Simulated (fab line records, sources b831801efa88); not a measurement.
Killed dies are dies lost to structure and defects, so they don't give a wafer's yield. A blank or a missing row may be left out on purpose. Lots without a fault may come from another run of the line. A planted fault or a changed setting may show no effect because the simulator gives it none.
Problem report in the 8D (eight disciplines) form, filled by code | flow gf180mcu | the parts of the form that need people (team, actions taken, sign-off) are left out

1. THE PROBLEM
MVSD_RS at GF_VT_IMPLANT_RS_MEAS_46 reads a mean of 505.9 ohm/sq on 6 wafers of 2 lots; wafers without a fault read 455.2 ohm/sq with a standard deviation of 1.4. That is +36 standard deviations from the usual mean.
The step: measures by four-point-probe.
First seen on wafer L810.2, day 12 14:52, on film_metro-01. The record holds 36 wafers of 12 lots with a number at this step. Rule for "out", or "out of limits": more than 4 standard deviations from the usual mean. The other wafers with a number count as sound.

2. WHAT IT IS AND WHAT IT IS NOT
question                    | is                           | is not
which readings at this step | MVSD_RS                      | -
which lots                  | L810, L812                   | L792, L793, L794, L796, L800, L801, L803, L808, L814, L815
which wafers of those lots  | all that have a number       | -
read on which gauges        | film_metro-01, film_metro-02 | film_metro-03
when                        | from day 12 14:52            | up to then (24 sound wafers); but 6 sound wafers of L814, L815 came after

3. SUSPECTS, AND WHAT RULES EACH OUT
Counting: a tool at a process step up to the reading stays a suspect if it ran every lot that is out and no sound lot after the first of them.
- the gauge at GF_VT_IMPLANT_RS_MEAS_46: ruled out. The wafers that are out were read on 2 gauges (film_metro-01, film_metro-02).
- implanter-01 at GF_MVSD_IMPLANT_09: kept. It ran every lot that is out, first L810 (day 8 18:04), and no sound lot after that; its last sound lot up to then is L808 (day 8 10:19). Its own readings are out on those wafers: dose_ions_cm2, faraday_current_uA.
Left after counting: implanter-01 at GF_MVSD_IMPLANT_09.

4. THE CAUSE (what the simulator had put in)
Process parameter drift: implanter-01, from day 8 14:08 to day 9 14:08, at GF_MVSD_IMPLANT_09. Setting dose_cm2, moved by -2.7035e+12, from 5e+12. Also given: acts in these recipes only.
Counting left only this tool.

5. THE CHAIN OF EFFECTS, in route order
Each row: a reading whose mean over the struck wafers that have a number lies more than 3 standard deviations from the usual. Only readings for which the record gives a usual standard deviation are gone through. hours: the time from each lot's start at the first step in this table that gives one to its start at this step, as a median over the lots. sigmas: the change in usual standard deviations.
hours | step                     | reading            | usual        | on struck wafers | change     | sigmas
0     | GF_MVSD_IMPLANT_09       | dose_ions_cm2      | 4.999e+12    | 2.297e+12        | -2.702e+12 | -99 or more
0     | GF_MVSD_IMPLANT_09       | faraday_current_uA | 28.1         | 12.8             | -15.3      | -26
92    | GF_VT_IMPLANT_RS_MEAS_46 | MVSD_RS            | 455.2 ohm/sq | 505.9            | +50.7      | +36
The process steps in it:
- GF_MVSD_IMPLANT_09

6. WHAT WOULD HAVE CAUGHT IT SOONER
In this record the first reading out of limits at a measuring or inspecting step was taken at day 12 14:52, 97 hours after the fault began at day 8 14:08.
The tool's own readings at GF_MVSD_IMPLANT_09 were out on every struck wafer that the step has a row for (dose_ions_cm2, faraday_current_uA): an alarm limit on them would have fired on the first of those.
All the lots that are out (2) had begun GF_MVSD_IMPLANT_09 on implanter-01 by day 12 14:52. A hold on the tool at that time would have spared none of them.
